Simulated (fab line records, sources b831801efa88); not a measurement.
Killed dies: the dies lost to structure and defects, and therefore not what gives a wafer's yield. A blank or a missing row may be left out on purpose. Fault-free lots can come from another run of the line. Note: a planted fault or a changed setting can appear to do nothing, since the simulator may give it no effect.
What tool caused it? ; flow gf180mcu ; 33 wafers from 11 lots sampled at 6 of the route's 602 steps

WHAT THE GAUGES READ, wafer by wafer
GF_HV_LDD_TW_MEAS_50.
lot;measured;on;HV_LDD_4_TW
L483;day 12 19:16;filmMetro-04;572 569 571
L485;day 13 08:29;filmMetro-04;577 578 575
L486;day 14 04:46;filmMetro-02;569 567 565
L490;day 14 23:40;filmMetro-03;567 569 570
L491;day 15 16:47;filmMetro-02;564 564 566
L494;day 16 09:56;filmMetro-03;571 571 568
L498;day 17 21:07;filmMetro-04;572 569 572
L499;day 18 05:36;filmMetro-03;568 566 570
L503;day 19 11:49;filmMetro-02;560 563 564
L504;day 19 23:14;filmMetro-04;577 573 574
L505;day 20 03:03;filmMetro-03;567 569 568

GF_PSD_RS_MEAS_14: uses a four-point probe to measure.
lot;measured;on;NSD_RS (ohm/sq)
L483;day 14 16:19;filmMetro-03;45.88 46.05 46.02
L485;day 15 07:26;filmMetro-03;46.10 46.22 46.28
L486;day 16 03:19;filmMetro-01;46.14 46.21 46.22
L490;day 16 22:58;filmMetro-03;46.16 46.26 46.07
L491;day 17 16:47;filmMetro-03;45.08 45.10 45.21 45.05 45.16 45.07
L494;day 18 11:46;filmMetro-02;45.24 45.19 45.25 45.33 45.17 45.30
L498;day 20 00:08;filmMetro-01;46.10 46.10 46.05
L499;day 20 10:22;filmMetro-03;45.89 46.01 45.96
L503;day 21 16:05;filmMetro-03;46.04 46.05 46.03
L504;day 22 02:59;filmMetro-01;46.16 46.35 46.44
L505;day 22 06:43;filmMetro-02;46.27 46.22 46.24

WHAT TOOL EACH LOT RAN ON (gives the tool, then ch and the chambers of the sampled wafers, and finally the start)
lot;GF_HV_LDD_ETCHBACK_58;GF_NSD_IMPLANT_09;GF_NSD_STRIP_11;GF_PSD_STRIP_10
L483;rieDiel-03 ch 0,1, day 12 22:08;implanter-01 ch 0, day 13 19:02;plasmaAsher-02 ch 0,1, day 13 19:19;plasmaAsher-01 ch 0,1, day 14 15:59
L485;rieDiel-02 ch 2,3, day 13 12:36;implanter-01 ch 0, day 14 09:22;plasmaAsher-04 ch 0,1, day 14 09:40;plasmaAsher-03 ch 0,1, day 15 07:08
L486;rieDiel-01 ch 1,2,3, day 14 07:38;implanter-01 ch 0, day 15 05:01;plasmaAsher-03 ch 0,1, day 15 05:19;plasmaAsher-01 ch 0,1, day 16 03:01
L490;rieDiel-01 ch 0,1,2, day 15 02:32;implanter-02 ch 0, day 15 23:37;plasmaAsher-04 ch 1, day 15 23:55;plasmaAsher-02 ch 0,1, day 16 22:31
L491;rieDiel-03 ch 1,2,3, day 15 19:40;implanter-01 ch 0, day 16 17:25;plasmaAsher-04 ch 0,1, day 16 17:43;plasmaAsher-02 ch 0,1, day 17 16:29
L494;rieDiel-01 ch 0,1,2, day 16 12:49;implanter-01 ch 0, day 17 11:49;plasmaAsher-04 ch 0,1, day 17 12:07;plasmaAsher-03 ch 0,1, day 18 11:28
L498;rieDiel-01 ch 0,1, day 17 23:59;implanter-04 ch 0, day 18 23:26;plasmaAsher-03 ch 0,1, day 18 23:43;plasmaAsher-03 ch 0,1, day 19 23:49
L499;rieDiel-01 ch 1,2,3, day 18 08:28;implanter-04 ch 0, day 19 08:26;plasmaAsher-03 ch 0,1, day 19 08:43;plasmaAsher-01 ch 0,1, day 20 10:02
L503;rieDiel-02 ch 0,2,3, day 19 14:41;implanter-01 ch 0, day 20 15:17;plasmaAsher-03 ch 0,1, day 20 15:34;plasmaAsher-01 ch 0,1, day 21 15:46
L504;rieDiel-03 ch 0,2,3, day 20 02:05;implanter-04 ch 0, day 21 02:20;plasmaAsher-02 ch 0,1, day 21 02:37;plasmaAsher-02 ch 0,1, day 22 02:40
L505;rieDiel-02 ch 2,3, day 20 05:55;implanter-04 ch 0, day 21 06:32;plasmaAsher-04 ch 0,1, day 21 06:49;plasmaAsher-01 ch 0,1, day 22 06:25
- GF_HV_LDD_ETCHBACK_58: etches Si3N4 in CH3F/O2, stops on SiO2, time 100 s, target depth 90 nm.
- GF_NSD_IMPLANT_09
- GF_NSD_STRIP_11: strips in O2/N2.
- GF_PSD_STRIP_10: strips in O2/N2.

AS READ BY THE TOOLS THEMSELVES (means over the sampled wafers that have a number; for cases with no such wafer, the mark the record gives instead)
GF_HV_LDD_ETCHBACK_58.
lot;tool;drypumpMotorCurrentA (A);oesProductAu (a.u.);throttleValvePct (%)
L483;rieDiel-03;5.89;0.833;10.559
L485;rieDiel-02;5.42;0.840;10.558
L486;rieDiel-01;5.69;0.842;10.561
L490;rieDiel-01;6.00;0.839;10.558
L491;rieDiel-03;5.76;0.831;10.563
L494;rieDiel-01;6.02;0.835;10.563
L498;rieDiel-01;6.27;0.840;10.560
L499;rieDiel-01;5.70;0.842;10.558
L503;rieDiel-02;5.45;0.835;10.557
L504;rieDiel-03;5.84;0.840;10.555
L505;rieDiel-02;5.41;0.840;10.556

GF_NSD_IMPLANT_09.
lot;tool;beamEnergyKeV;doseIonsCm2
L483;implanter-01;60.009;3.998e+15
L485;implanter-01;59.985;3.995e+15
L486;implanter-01;60.011;3.997e+15
L490;implanter-02;60.003;3.995e+15
L491;implanter-01;63.350;4.003e+15
L494;implanter-01;63.340;4.002e+15
L498;implanter-04;60.012;4.003e+15
L499;implanter-04;60.007;4.001e+15
L503;implanter-01;59.998;3.998e+15
L504;implanter-04;60.025;4.000e+15
L505;implanter-04;60.029;3.998e+15

GF_NSD_STRIP_11.
lot;tool;drypumpMotorCurrentA (A);heaterPowerW (W);oesProductAu (a.u.);stripTimeToEndpointS (s)
L483;plasmaAsher-02;6.2;300;0.490;23.01
L485;plasmaAsher-04;5.4;339;0.491;22.97
L486;plasmaAsher-03;5.8;339;0.484;22.99
L490;plasmaAsher-04;5.8;361;0.486;22.98
L491;plasmaAsher-04;5.4;341;0.484;23.44
L494;plasmaAsher-04;5.4;332;0.481;23.37
L498;plasmaAsher-03;5.7;346;0.482;22.95
L499;plasmaAsher-03;5.7;347;0.490;22.95
L503;plasmaAsher-03;5.8;340;0.488;22.98
L504;plasmaAsher-02;6.2;299;0.488;22.94
L505;plasmaAsher-04;5.6;347;0.495;22.89

GF_PSD_STRIP_10.
lot;tool;drypumpMotorCurrentA (A);heaterPowerW (W);oesProductAu (a.u.);stripTimeToEndpointS (s)
L483;plasmaAsher-01;5.5;348;0.592;16.54
L485;plasmaAsher-03;5.8;337;0.592;16.56
L486;plasmaAsher-01;5.5;343;0.587;16.56
L490;plasmaAsher-02;6.2;291;0.596;16.56
L491;plasmaAsher-02;6.2;292;0.593;16.52
L494;plasmaAsher-03;5.7;343;0.593;16.53
L498;plasmaAsher-03;5.7;341;0.593;16.54
L499;plasmaAsher-01;5.5;340;0.591;16.46
L503;plasmaAsher-01;5.5;346;0.592;16.58
L504;plasmaAsher-02;6.3;302;0.593;16.50
L505;plasmaAsher-01;5.2;334;0.593;16.58

THE ANSWER, worked out from the rows above alone
Rule: what is usual is taken from the lots themselves. Put in order of their means at a reading, lots are off if they are a third of the lots or fewer, leave a main group of 4 or more, and stand apart from it by a gap of 3 or more times the standard deviation of the main group's means; of several such gaps the widest counts. A main group whose means are all the same, to the digits that the tables above print for the reading, isn't used. Also off: a lot with no number at a reading for which 4 or more lots have one. Where the step has rows for the other lots, those lots are counted as sound. First the gauges in route order, then the tools' own readings, where a lot's mean is used as printed above. The first step at which some lot is off is used, and at that step the reading that is off furthest; a lot without a number counts as furthest.
Off: at GF_PSD_RS_MEAS_14 (NSD_RS), L491, L494. The main group has a mean of 46.13 ohm/sq with a standard deviation of 0.12.
If a tool, at a process step before that reading, ran all the lots that are off and no sound lot after the first of them, it fits. The gauges at GF_PSD_RS_MEAS_14 aren't tried: what is off there is off at GF_NSD_IMPLANT_09 too, on other tools, and a gauge's error can't cause that. No candidate that was tried fits.

WHAT THE SIMULATOR HAD PUT IN
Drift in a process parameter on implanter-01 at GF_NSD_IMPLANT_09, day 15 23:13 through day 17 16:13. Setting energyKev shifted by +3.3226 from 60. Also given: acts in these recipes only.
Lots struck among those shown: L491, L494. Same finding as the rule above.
